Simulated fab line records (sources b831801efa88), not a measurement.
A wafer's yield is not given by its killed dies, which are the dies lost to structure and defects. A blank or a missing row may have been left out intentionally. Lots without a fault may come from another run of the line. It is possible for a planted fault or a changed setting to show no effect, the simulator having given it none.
fab line records -- flow sky130
record lots=5, wafers=14, last_day=50
route steps=708 shown METAL3@561 VIA3@573 PAD_OPEN@708
lots untouched by any fault: they come from a run of this same line in which no faults occurred
start_h: start of the lot's first displayed wafer, in hours after the record's first day -- wait_h: hours since the lot's step before -- " identical to the entry in the row above -- L1.1+2: one row covering several wafers at once -- - no value, or no start given -- * or withheld: withheld -- < > ~ a bound
route shown NAME@n: names a module that has steps shown in the file, with the first one's number in the route -- usual: the fault-free wafers' mean and standard deviation -- same: alike in all rows -- chamber/n: place in a boat -- sites: each site's reading -- _std_site: their standard deviation -- _edge_site: outer sites' mean less inner sites' -- radius_mm: for every site, how far away it sits from the centre of the wafer -- mask NAME#n: copy n -- behind: the tool/chamber that last shaped the wafer -- hold: why the lot went on hold/how many hours it stayed there/how the hold came to an end -- device: which transistor (n, p or np) failed to switch -- end of line: the route-end tests of the same wafers -- a step given without rows: its recipe and nothing more -- killed: count of dies lost to structure and defects at first sort (not the wafer's yield) -- map: per-die view of a wafer (x killed, . not killed, _ where there is no die)
set.NAME: setting as actually run; set.NAME@STEP: the setting as run at that earlier step -- model.NAME: the simulator's own value behind a step, which no gauge read
lots at some steps of the route; a table a step, a row a wafer
services: the hour from which a tool's chamber was out of use, counted from the record's first day as start_h (under 0 if before that day), plus the number of hours and why
## steps
# step SKY_METAL3_PEB_11
# recipe peb_temp_c=withheld, peb_time_s=withheld, resist=KrF-thick
# step SKY_METAL3_DEVELOP_12
# recipe develop_time_s=60, resist=KrF-thick, dev_temp_c=21
# step SKY_METAL3_CD_MEAS_13
# recipe target_cd_nm=300
# usual cd_nm=299.7/1.8
lot.wafer,tool,chamber,start_h,wait_h,cd_nm
L704.1,cd_sem-01,-,918.10,-,297.4
L704.2,cd_sem-01,-,918.10,-,296.3
L704.4,cd_sem-01,-,918.10,-,296.6
L708.2,cd_sem-02,-,946.90,-,300.6
L708.6,cd_sem-02,-,946.90,-,299.1
L720.1,cd_sem-02,-,1034.33,-,299.5
L720.2,cd_sem-02,-,1034.33,-,300.8
L720.4,cd_sem-02,-,1034.33,-,299.3
L722.1,cd_sem-01,-,1044.65,-,298.6
L722.5,cd_sem-01,-,1044.65,-,300.0
L722.6,cd_sem-01,-,1044.65,-,300.8
L723.1,cd_sem-02,-,1045.65,-,299.9
L723.2,cd_sem-02,-,1045.65,-,300.7
L723.3,cd_sem-02,-,1045.65,-,300.4
# step SKY_METAL3_OVL_MEAS_14
# usual METAL3_OVL=-1/4.7
lot.wafer,tool,chamber,start_h,wait_h,METAL3_OVL[nm]
L704.1,overlay-02,-,918.22,0.1,5
L704.2,overlay-02,-,918.22,0.1,-10
L704.4,overlay-02,-,918.22,0.1,-4
L708.2,overlay-01,-,947.01,0.1,1
L708.6,overlay-01,-,947.01,0.1,-12
L720.1,overlay-01,-,1034.45,0.1,-5
L720.2,overlay-01,-,1034.45,0.1,-6
L720.4,overlay-01,-,1034.45,0.1,-6
L722.1,overlay-02,-,1044.77,0.1,0
L722.5,overlay-02,-,1044.77,0.1,-3
L722.6,overlay-02,-,1044.77,0.1,3
L723.1,overlay-01,-,1045.77,0.1,-3
L723.2,overlay-01,-,1045.77,0.1,2
L723.3,overlay-01,-,1045.77,0.1,-6
# step SKY_METAL3_DESCUM_15
# recipe chemistry=O2, source_power_w=150, bias_power_w=0, pressure_mtorr=10, temp_c=40, time_s=8
# usual drypump_motor_current_A=5.5/0.53, oes_product_au=0.995/0.01
lot.wafer,tool,chamber,start_h,wait_h,drypump_motor_current_A,oes_product_au,rf_hours_counter_h
L704.1,rie_metal-03,1,918.26,0.0,6.4,0.993,5
L704.2,rie_metal-03,0,918.26,0.0,5.6,0.999,10
L704.4,rie_metal-03,1,918.26,0.0,6.5,1.001,-
L708.2,rie_metal-03,0,947.04,0.0,5.6,1.006,11
L708.6,rie_metal-03,0,947.04,0.0,5.6,1.008,-
L720.1,rie_metal-03,1,1034.49,0.0,6.5,0.997,10
L720.2,rie_metal-03,0,1034.49,0.0,5.5,1.016,15
L720.4,rie_metal-03,0,1034.49,0.0,5.6,1.011,-
L722.1,rie_metal-01,1,1044.80,0.0,5.0,1.000,19
L722.5,rie_metal-01,0,1044.80,0.0,5.3,0.989,-
L722.6,rie_metal-01,1,1044.80,0.0,5.0,0.993,-
L723.1,rie_metal-01,1,1045.80,0.0,5.0,0.998,20
L723.2,rie_metal-01,0,1045.80,0.0,5.3,0.993,9
L723.3,rie_metal-01,0,1045.80,0.0,5.2,0.986,-
# step SKY_METAL3_ETCH_16
# recipe chemistry=N2/H2, target=BARC, ion_energy_ev=200, bias_w=100, pressure_mtorr=30, n2_flow_sccm=100, h2_flow_sccm=200, icp_w=500, stop_on=SiO2, time_s=88.2, target_depth_a=600
# usual drypump_motor_current_A=5.5/0.53, oes_product_au=0.626/0.005, throttle_valve_pct=13.206/0.0084
lot.wafer,tool,chamber,start_h,wait_h,drypump_motor_current_A,oes_product_au,rf_hours_counter_h,throttle_valve_pct
L704.1,rie_metal-03,1,918.29,0.0,6.5,0.629,5,13.205
L704.2,rie_metal-03,0,918.29,0.0,5.6,0.626,10,13.203
L704.4,rie_metal-03,1,918.29,0.0,6.5,0.625,-,13.206
L708.2,rie_metal-03,0,947.07,0.0,5.6,0.621,11,13.219
L708.6,rie_metal-03,0,947.07,0.0,5.6,0.626,-,13.192
L720.1,rie_metal-03,1,1034.52,0.0,6.4,0.630,10,13.204
L720.2,rie_metal-03,0,1034.52,0.0,5.5,0.626,15,13.214
L720.4,rie_metal-03,0,1034.52,0.0,5.6,0.632,-,13.193
L722.1,rie_metal-01,1,1044.83,0.0,5.0,0.637,19,13.196
L722.5,rie_metal-01,0,1044.83,0.0,5.3,0.627,-,13.200
L722.6,rie_metal-01,1,1044.83,0.0,5.0,0.624,-,13.218
L723.1,rie_metal-01,1,1045.83,0.0,5.0,0.625,20,13.207
L723.2,rie_metal-01,0,1045.83,0.0,5.3,0.620,9,13.193
L723.3,rie_metal-01,0,1045.83,0.0,5.3,0.622,-,13.207
# step SKY_METAL3_ETCH_17
# recipe target=SiO2, stop_on=TiN, chemistry=C4F8/O2/Ar, source_w=1500, bias_w=1200, pressure_mtorr=40, c4f8_flow_sccm=withheld, O2_flow_sccm=6, Ar_flow_sccm=300, time_s=3.9, target_depth_a=150
# step SKY_METAL3_METAL_ETCH_18
# recipe target_depth_a=8450, stop_on=SiO2, over_etch_frac=0.3, time_s=183.1, chemistry=Cl2/BCl3, resist_sidewall_deg=88, pressure_mtorr=10, icp_w=900, bias_w=48.5, Cl2_flow_sccm=60, bcl3_flow_sccm=30
# usual drypump_motor_current_A=5.7/0.34, oes_product_au=0.865/0.007, throttle_valve_pct=22.265/0.0093
lot.wafer,tool,chamber,start_h,wait_h,drypump_motor_current_A,oes_product_au,rf_hours_counter_h,throttle_valve_pct
L704.1,rie_metal-04,1,918.41,0.0,5.7,0.862,6,22.268
L704.2,rie_metal-04,0,918.41,0.0,5.7,0.864,17,22.270
L704.4,rie_metal-04,1,918.41,0.0,5.7,0.866,-,22.265
L708.2,rie_metal-04,1,947.18,0.0,5.7,0.863,7,22.268
L708.6,rie_metal-04,1,947.18,0.0,5.7,0.867,-,22.280
L720.1,rie_metal-04,0,1034.64,0.0,5.7,0.876,24,22.261
L720.2,rie_metal-04,1,1034.64,0.0,5.7,0.869,13,22.263
L720.4,rie_metal-04,1,1034.64,0.0,5.7,0.864,-,22.264
L722.1,rie_metal-03,1,1044.95,0.0,6.5,0.866,11,22.266
L722.5,rie_metal-03,0,1044.95,0.0,5.6,0.864,-,22.257
L722.6,rie_metal-03,1,1044.95,0.0,6.5,0.858,-,22.284
L723.1,rie_metal-03,0,1045.95,0.0,5.6,0.862,16,22.258
L723.2,rie_metal-03,1,1045.95,0.0,6.5,0.851,11,22.276
L723.3,rie_metal-03,1,1045.95,0.0,6.5,0.852,-,22.268
# step SKY_METAL3_STRIP_19
# recipe chemistry=O2/N2, power_w=1400, pressure_mtorr=1500, platen_temp_c=withheld, o2_flow_sccm=3000, n2_flow_sccm=300, overash_fraction=0.5
# usual drypump_motor_current_A=5.9/0.37, oes_product_au=0.501/0.0059, strip_time_to_endpoint_s=6.50/0.099
lot.wafer,tool,chamber,start_h,wait_h,drypump_motor_current_A,oes_product_au,rf_hours_counter_h,strip_time_to_endpoint_s
L704.1,plasma_asher-02,1,918.59,0.1,5.7,0.505,42,6.52
L704.2,plasma_asher-02,0,918.59,0.1,6.5,0.498,42,6.37
L704.4,plasma_asher-02,1,918.59,0.1,5.8,0.501,-,6.53
L708.2,plasma_asher-04,0,947.36,0.1,5.6,0.502,115,6.52
L708.6,plasma_asher-04,0,947.36,0.1,5.6,0.500,-,6.58
L720.1,plasma_asher-02,0,1034.81,0.1,6.6,0.499,54,6.41
L720.2,plasma_asher-02,1,1034.81,0.1,5.8,0.502,54,6.53
L720.4,plasma_asher-02,1,1034.81,0.1,5.7,0.507,-,6.54
L722.1,plasma_asher-04,1,1045.13,0.1,6.0,0.507,125,6.60
L722.5,plasma_asher-04,1,1045.13,0.1,6.0,0.499,-,6.50
L722.6,plasma_asher-04,0,1045.13,0.1,5.6,0.510,-,6.68
L723.1,plasma_asher-04,0,1046.13,0.1,5.6,0.499,125,6.46
L723.2,plasma_asher-04,1,1046.13,0.1,6.0,0.518,125,6.71
L723.3,plasma_asher-04,1,1046.13,0.1,6.0,0.507,-,6.67
# step SKY_METAL3_STRIP_20
# recipe chemistry=post_etch_residue_remover, time_s=1200, temp_c=72.5
# step SKY_METAL3_CLEAN_21
# recipe chemistry=IPA, time_s=180, temp_c=25
# step SKY_METAL3_CLEAN_22
# recipe chemistry=O3/DIW, dry=n2_spin
# step SKY_VIA3_HDPCVD_00
# recipe material=SiO2, target_thk_nm=1635, sigma_open_frac=0.3, time_s=272.5, temp_c=400, sih4_flow_sccm=60, pressure_mtorr=6
# usual run_length_s=300.3/0.53
lot.wafer,tool,chamber,start_h,wait_h,run_length_s,model.SiO2_of_VIA3_HDPCVD_00.thk_nm
L704.1,hdpcvd-02,1,919.22,0.0,300.5,1624
L704.2,hdpcvd-02,2,919.22,0.0,300.0,1632
L704.4,hdpcvd-02,1,919.22,0.0,301.0,1610
L708.2,hdpcvd-01,1,947.96,0.0,310.0,1702
L708.6,hdpcvd-01,2,947.96,0.0,300.4,1644
L720.1,hdpcvd-02,1,1035.44,0.0,300.7,1622
L720.2,hdpcvd-02,0,1035.44,0.0,301.0,1621
L720.4,hdpcvd-02,0,1035.44,0.0,301.2,1629
L722.1,hdpcvd-01,1,1046.14,0.0,299.9,1645
L722.5,hdpcvd-01,0,1046.14,0.0,299.6,1647
L722.6,hdpcvd-01,1,1046.14,0.0,300.2,1635
L723.1,hdpcvd-01,0,1047.32,0.0,300.1,1627
L723.2,hdpcvd-01,1,1047.32,0.0,300.2,1635
L723.3,hdpcvd-01,2,1047.32,0.0,300.5,1625
# step SKY_VIA3_THK_MEAS_01
# recipe reads=SiO2_of_VIA3_HDPCVD_00
# usual VIA3_HDPCVD_THK=1632/15
lot.wafer,tool,chamber,start_h,wait_h,hold,VIA3_HDPCVD_THK[nm]
L704.1,film_metro-02,-,919.38,0.1,-,1624
L704.2,film_metro-02,-,919.38,0.1,-,1633
L704.4,film_metro-02,-,919.38,0.1,-,1611
L708.2,film_metro-03,-,948.14,0.1,await_dispo/0.2h/release,1702
L708.6,film_metro-03,-,948.14,0.1,await_dispo/0.2h/release,1644
L708.2,film_metro-03,-,948.37,0.2,-,1701
L708.6,film_metro-03,-,948.37,0.2,-,1644
L720.1,film_metro-04,-,1035.61,0.1,-,1624
L720.2,film_metro-04,-,1035.61,0.1,-,1622
L720.4,film_metro-04,-,1035.61,0.1,-,1631
L722.1,film_metro-03,-,1046.31,0.1,-,1646
L722.5,film_metro-03,-,1046.31,0.1,-,1647
L722.6,film_metro-03,-,1046.31,0.1,-,1635
L723.1,film_metro-02,-,1047.49,0.1,-,1627
L723.2,film_metro-02,-,1047.49,0.1,-,1635
L723.3,film_metro-02,-,1047.49,0.1,-,1625
# step SKY_VIA3_CMP_02
# recipe material=SiO2, down_force_psi=4, platen_rpm=60, pad_velocity_m_s=0.94248
# usual head_pressure_psi=4.000/0.0087, motor_current_A=12.4/1.6, slurry_flow_ml_min=150.0/0.48
lot.wafer,tool,chamber,start_h,wait_h,hold,head_pressure_psi,motor_current_A,slurry_flow_ml_min
L704.4,cmp-01,2,919.49,0.1,-,4.006,12.5,151.0
L704.2,cmp-01,3,919.49,0.1,-,3.997,11.5,148.9
L704.1,cmp-01,0,919.49,0.1,-,4.023,15.0,150.2
L708.2,cmp-01,3,949.66,1.3,await_dispo/1.1h/release,4.003,11.1,150.6
L708.6,cmp-01,1,949.66,1.3,await_dispo/1.1h/release,3.994,9.3,149.5
L720.1,cmp-01,2,1035.72,0.1,-,4.013,12.9,150.2
L720.4,cmp-01,3,1035.72,0.1,-,3.989,12.0,149.6
L720.2,cmp-01,0,1035.72,0.1,-,4.007,14.4,150.2
L722.1,cmp-02,1,1046.42,0.1,-,4.008,12.9,150.1
L722.6,cmp-02,0,1046.42,0.1,-,4.015,12.1,150.4
L722.5,cmp-02,1,1046.42,0.1,-,4.004,13.0,150.0
L723.1,cmp-01,1,1047.60,0.1,-,4.001,9.1,151.1
L723.2,cmp-01,2,1047.60,0.1,-,4.021,13.4,150.8
L723.3,cmp-01,3,1047.60,0.1,-,3.974,11.9,150.2
# step SKY_PAD_OPEN_PROBE_99
# usual defect_limited_yield=82.8/2.1, killed_at_M0_to_M3=43/7.7, killed_at_M4_up=3.1/1.7, killed_at_contacts=23/4.8, killed_at_front_end=15/4.5, killed_at_other=0.3/0.58, killed_dies=85/10, killed_open=46/7.5, killed_short=38/6.5, sort_bin_3_pad_short=0.8/0.38, sort_bin_5_function=10.3/1.7, sort_bin_6_memory=6.1/1.1, sort_n_pass=407/10, sort_yield_pct=82.8/2.1
# same gross_dies=492, killed_at_back_side=0, sort_bin_4_leakage[%]=0, sort_bin_8_speed[%]=0
lot.wafer,tool,chamber,start_h,wait_h,defect_limited_yield[%],killed_at_M0_to_M3,killed_at_M4_up,killed_at_contacts,killed_at_front_end,killed_at_other,killed_dies,killed_open,killed_short,sort_bin_3_pad_short[%],sort_bin_5_function[%],sort_bin_6_memory[%],sort_n_pass,sort_yield_pct[%]
L704.1,prober-01,-,1087.69,0.1,84.1,42,5,21,10,0,78,47,31,0.6,10.2,5.1,414,84.1
L704.2,prober-01,-,1087.74,0.1,82.5,42,0,26,18,0,86,46,40,1.0,9.8,6.7,406,82.5
L704.4,prober-01,-,1087.84,0.2,81.9,44,4,29,12,0,89,52,36,1.0,10.2,6.9,403,81.9
L708.2,prober-01,-,1116.63,0.1,86.0,29,6,20,14,0,69,40,29,0.8,8.7,4.5,423,86.0
L708.6,prober-01,-,1116.83,0.2,83.3,34,3,22,23,0,82,48,34,0.8,10.6,5.3,410,83.3
L722.1,prober-02,-,1191.08,0.1,80.5,50,0,22,23,1,96,51,45,1.0,11.6,6.9,396,80.5
L722.5,prober-02,-,1191.28,0.2,81.1,54,5,26,8,0,93,46,46,0.8,10.4,7.7,399,81.1
L722.6,prober-02,-,1191.33,0.2,82.1,43,5,22,18,0,88,48,40,0.6,9.1,8.1,404,82.1
# killed by level:class
L704.1 VIA1:geometric_particle:open=11 LI_CONTACT:geometric_particle:open=7 CONTACT:geometric_particle:open=6 METAL2:geometric_particle:short=5 VIA3:geometric_particle:open=5 VIA2:geometric_particle:open=5 VIA1:geometric_particle:short=4 FIELD_ISO:geometric_particle:short=3
L704.2 CONTACT:geometric_particle:open=11 VIA1:geometric_particle:open=10 VIA1:geometric_particle:short=7 METAL2:geometric_particle:short=6 VIA3:geometric_particle:open=6 POLY_GATE:geometric_particle:open=5 LI_CONTACT:geometric_particle:open=5 CONTACT:geometric_particle:short=5
L704.4 CONTACT:geometric_particle:open=13 VIA1:geometric_particle:open=9 VIA2:geometric_particle:open=9 LI_CONTACT:geometric_particle:open=5 CONTACT:geometric_particle:short=5 METAL1:geometric_particle:short=5 VIA1:geometric_particle:short=5 VIA3:geometric_particle:short=5
L708.2 CONTACT:geometric_particle:open=11 POLY_GATE:geometric_particle:open=7 METAL2:geometric_particle:short=5 VIA3:geometric_particle:open=5 FIELD_ISO:geometric_particle:short=4 VIA2:geometric_particle:open=4 VIA1:geometric_particle:open=4 METAL1:geometric_particle:short=3
L708.6 VIA1:geometric_particle:open=10 FIELD_ISO:geometric_particle:short=9 CONTACT:geometric_particle:short=9 FIELD_ISO:geometric_particle:open=8 CONTACT:geometric_particle:open=8 VIA2:geometric_particle:open=6 LI_CONTACT:geometric_particle:open=4 VIA3:geometric_particle:open=4
L722.1 VIA3:geometric_particle:open=10 VIA1:geometric_particle:open=10 FIELD_ISO:geometric_particle:short=8 CONTACT:geometric_particle:open=8 POLY_GATE:geometric_particle:short=6 METAL1:geometric_particle:short=5 LI_CONTACT:geometric_particle:short=5 VIA1:geometric_particle:short=5
L722.5 VIA1:geometric_particle:open=15 CONTACT:geometric_particle:open=12 METAL2:geometric_particle:short=8 VIA3:geometric_particle:open=8 LI_CONTACT:geometric_particle:short=7 METAL1:geometric_particle:short=6 CONTACT:geometric_particle:short=5 VIA1:geometric_particle:short=5
L722.6 METAL1:geometric_particle:short=10 CONTACT:geometric_particle:open=9 VIA1:geometric_particle:open=8 LI_CONTACT:geometric_particle:open=7 VIA2:geometric_particle:open=6 FIELD_ISO:geometric_particle:open=5 POLY_GATE:geometric_particle:open=5 POLY_GATE:geometric_particle:short=4
## services
tool,chamber,start_h,hours,kind
cmp-01,-,898.90,2.1,repair
cmp-02,-,912.00,4.0,pm
cmp-02,-,916.00,-,consumable_replace:conditioner
cmp-02,-,916.00,-,consumable_replace:pad
hdpcvd-01,-,932.03,2.8,pm
hdpcvd-01,-,950.25,15.0,pm
hdpcvd-01,0,950.25,15.0,vent_cycle
hdpcvd-01,1,950.25,15.0,vent_cycle
hdpcvd-01,2,950.25,15.0,vent_cycle
hdpcvd-01,0,965.25,-,clean
hdpcvd-01,1,965.25,-,clean
hdpcvd-01,2,965.25,-,clean
rie_metal-03,1,980.45,8.3,repair
rie_metal-03,-,983.64,14.6,pm
cmp-01,-,984.11,5.5,repair
rie_metal-01,-,990.47,0.1,repair
cmp-02,-,994.94,0.5,repair
rie_metal-04,0,1001.31,3.9,repair
cmp-01,-,1012.44,4.8,pm
hdpcvd-01,2,1021.10,5.5,repair
cmp-02,-,1025.75,2.5,repair
hdpcvd-02,-,1040.29,28.0,repair
## key
first_sign step=SKY_VIA3_HDPCVD_00, reading=run_length_s, direction=up, sigmas=18, usual=*, struck=*
effect step=SKY_VIA3_THK_MEAS_01, reading=visit, direction=added
model_effect step=SKY_VIA3_HDPCVD_00, value=SiO2_of_VIA3_HDPCVD_00.thk_nm, without=1643, struck=1702
met_at SKY_VIA3_HDPCVD_00
struck_wafers L708.2
fault kind=process_parameter_drift, tool=hdpcvd-01, chamber=-, onset_h=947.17, steps=SKY_VIA3_HDPCVD_00, channel=time_s, offset=*, shape=step, end_h=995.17, scope=struck_wafers_only, acts_in=*, stated=*
